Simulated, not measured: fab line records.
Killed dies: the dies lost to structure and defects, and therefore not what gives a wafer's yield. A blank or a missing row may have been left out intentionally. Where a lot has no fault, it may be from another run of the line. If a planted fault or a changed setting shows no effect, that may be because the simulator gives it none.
Which of the tools did it?    flow gf180mcu    14 lots with 42 wafers sampled at 6 steps, on a route of 602 steps

## WHAT EACH GAUGE READ, for each wafer
GF_STI_THK_MEAS_02.
lot   measured     on             STI_OXIDATION_THK (nm)
L225  day 1 12:01  film metro-02  10.13 9.95 9.98
L226  day 1 16:52  film metro-04  9.89 9.73 9.79
L227  day 1 21:35  film metro-02  9.82 10.03 9.71
L228  day 2 02:31  film metro-02  10.08 10.07 9.89
L229  day 2 07:31  film metro-02  9.76 9.88 9.96
L230  day 2 13:23  film metro-04  10.14 10.30 10.22
L231  day 2 18:41  film metro-04  9.69 9.77 9.89
L238  day 4 07:13  film metro-03  10.05 10.00 10.22
L241  day 4 20:32  film metro-04  9.88 9.91 10.20
L243  day 5 07:51  film metro-02  10.08 10.19 10.14
L244  day 5 10:31  film metro-03  10.16 10.20 10.09
L245  day 5 15:42  film metro-03  9.70 9.78 9.85
L246  day 5 20:31  film metro-03  9.78 9.78 9.80
L247  day 6 01:31  film metro-04  9.80 9.83 9.97

GF_STI_THK_MEAS_24.
lot   measured     on             STI_CVD_23_THK (nm)
L225  day 2 04:13  film metro-02  640 637 646
L226  day 2 09:11  film metro-04  644 646 649
L227  day 2 14:43  film metro-04  664 658 663
L228  day 2 19:59  film metro-03  649 645 652
L229  day 3 02:53  film metro-03  661 652 661
L230  day 3 09:41  film metro-04  650 648 653
L231  day 3 12:13  film metro-02  653 648 664
L238  day 5 00:27  film metro-02  659 653 1054
L241  day 5 14:26  film metro-03  1053 648 1047
L243  day 6 01:47  film metro-03  655 650 642
L244  day 6 05:19  film metro-04  640 641 647
L245  day 6 10:36  film metro-04  660 648 664
L246  day 6 15:34  film metro-02  654 654 655
L247  day 6 20:06  film metro-02  650 652 653

GF_MVPSD_OVL_MEAS_07.
lot   measured      on          MVPSD_OVL (nm)
L225  day 5 01:41   overlay-02  0.1 -0.1 -0.5
L226  day 5 04:56   overlay-02  2.2 3.7 3.9
L227  day 5 11:41   overlay-02  -1.4 -0.5 -0.4
L228  day 5 18:32   overlay-01  -0.2 1.3 -0.8
L229  day 6 06:41   overlay-02  1.4 1.2 1.8
L230  day 6 11:17   overlay-01  1.2 1.5 1.5
L231  day 6 14:29   overlay-02  0.3 -2.2 1.8
L238  day 8 09:01   overlay-01  0.2 0.3 1.8
L241  day 9 02:05   overlay-02  -1.1 -1.4 -1.7
L243  day 9 13:56   overlay-01  -0.8 0.0 -0.5
L244  day 9 20:43   overlay-02  0.7 1.5 1.8
L245  day 10 01:35  overlay-01  0.0 -1.7 0.4
L246  day 10 06:52  overlay-02  2.5 2.3 1.2
L247  day 10 12:12  overlay-01  1.0 0.8 1.7

GF_HV_LDD_THK_MEAS_55.
lot   measured      on             HV_LDD_CVD_54_THK (nm)
L225  day 12 12:40  film metro-02  10.12 10.24 10.38
L226  day 12 15:52  film metro-01  10.15 10.13 10.21
L227  day 13 03:20  film metro-04  9.93 9.98 9.85
L228  day 13 10:46  film metro-04  10.00 9.95 9.95
L229  day 14 05:41  film metro-01  9.88 10.00 9.92
L230  day 14 15:52  film metro-01  9.80 9.80 9.76
L231  day 14 16:53  film metro-01  10.00 9.95 10.02
L238  day 17 01:20  film metro-04  10.18 10.46 10.21
L241  day 17 20:38  film metro-01  9.95 9.88 9.88
L243  day 18 12:52  film metro-04  10.10 10.05 9.95
L244  day 18 22:04  film metro-04  10.13 10.23 10.18
L245  day 19 06:34  film metro-01  9.98 10.11 10.08
L246  day 19 11:59  film metro-04  10.32 10.21 10.22
L247  day 19 20:25  film metro-01  10.16 10.18 10.14

## TOOL THAT RAN EACH LOT (tool first, then ch and the chambers of the sampled wafers, then the start)
lot   GF_STI_CVD_23                    GF_STI_CMP_25
L225  hdpcvd-02 ch 0,2, day 2 04:08    cmp-01 ch 2,3, day 2 04:16
L226  hdpcvd-02 ch 1,2, day 2 09:05    cmp-02 ch 0,2,3, day 2 09:20
L227  hdpcvd-01 ch 1,2, day 2 14:37    cmp-02 ch 0,1,3, day 2 14:54
L228  hdpcvd-01 ch 1,2, day 2 19:52    cmp-02 ch 0,1,3, day 2 20:02
L229  hdpcvd-01 ch 1,2, day 3 02:47    cmp-01 ch 0,3, day 3 02:57
L230  hdpcvd-02 ch 0,2, day 3 09:35    cmp-01 ch 0,1,2, day 3 09:45
L231  hdpcvd-01 ch 1,2, day 3 12:06    cmp-02 ch 0,2,3, day 3 12:22
L238  hdpcvd-02 ch 0,2, day 5 00:21    cmp-02 ch 2,3, day 5 00:36
L241  hdpcvd-02 ch 0,1, day 5 14:22    cmp-02 ch 0,2,3, day 5 14:30
L243  hdpcvd-01 ch 0,2, day 6 01:41    cmp-02 ch 2,3, day 6 01:53
L244  hdpcvd-01 ch 0,2, day 6 05:11    cmp-01 ch 0,1,2, day 6 05:22
L245  hdpcvd-01 ch 0,2, day 6 10:29    cmp-01 ch 0,1,2, day 6 10:40
L246  hdpcvd-01 ch 0,2, day 6 15:26    cmp-01 ch 0,2,3, day 6 15:43
L247  hdpcvd-01 ch 0,1,2, day 6 20:01  cmp-02 ch 2,3, day 6 20:12
- GF_STI_CVD_23: deposits SiO2, target thk 650 nm, time 108.3 s.
- GF_STI_CMP_25: polishes, stops on Si3N4, t overpolish 33 s, target thk 524.6 nm.

## WHAT THE TOOLS THEMSELVES READ (means of the sampled wafers that have a number; where no wafer has one, the mark that the record gives instead)
GF_STI_CMP_25.
lot   tool    motor current A (A)  time to endpoint s (s)
L225  cmp-01  12.3                 117
L226  cmp-02  12.0                 124
L227  cmp-02  11.8                 127
L228  cmp-02  12.3                 125
L229  cmp-01  12.9                 125
L230  cmp-01  11.7                 127
L231  cmp-02  12.0                 120
L238  cmp-02  12.2                 152
L241  cmp-02  12.1                 170
L243  cmp-02  12.8                 124
L244  cmp-01  12.0                 122
L245  cmp-01  12.0                 123
L246  cmp-01  11.8                 123
L247  cmp-02  12.3                 124

## THE ANSWER, worked out from the rows above alone
Rule: the usual values come from the lots themselves. The widest of any qualifying gaps counts: lots, ordered by their means at a reading, are off when they make up no more than a third of the lots, leave a main group of 4 or more, and stand apart from it by 3 or more times the standard deviation of that group's means. Not used: any main group whose means are identical at the precision the tables above print for the reading. Also off: a lot with no number at a reading for which 4 or more lots have one. Where the step has rows for the other lots, those lots are counted as sound. First the gauges in route order, then the tools' own readings, where a lot's mean is used as printed above. At the first step where some lot is off, the reading lying furthest off is the one used; lots without a number count as furthest.
Off: L238, L241, at GF_STI_THK_MEAS_24 (STI_CVD_23_THK). Mean 651 nm and standard deviation 6 in the main group.
A tool fits if, at a process step before that reading, it ran every lot that is off, and no sound lot after the first of them. The gauges at GF_STI_THK_MEAS_24 aren't tried: what is off there is off at GF_STI_CMP_25 too, on other tools, and a gauge's error can't cause that. One fits: hdpcvd-02 at GF_STI_CVD_23. Its last sound lot is L230 (day 3 09:35), its first lot that is off L238 (day 5 00:21): a fault that began between those two fits.

## WHAT WAS PUT IN BY THE SIMULATOR
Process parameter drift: hdpcvd-02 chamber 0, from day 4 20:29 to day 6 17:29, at GF_STI_CVD_23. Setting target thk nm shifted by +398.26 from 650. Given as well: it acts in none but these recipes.
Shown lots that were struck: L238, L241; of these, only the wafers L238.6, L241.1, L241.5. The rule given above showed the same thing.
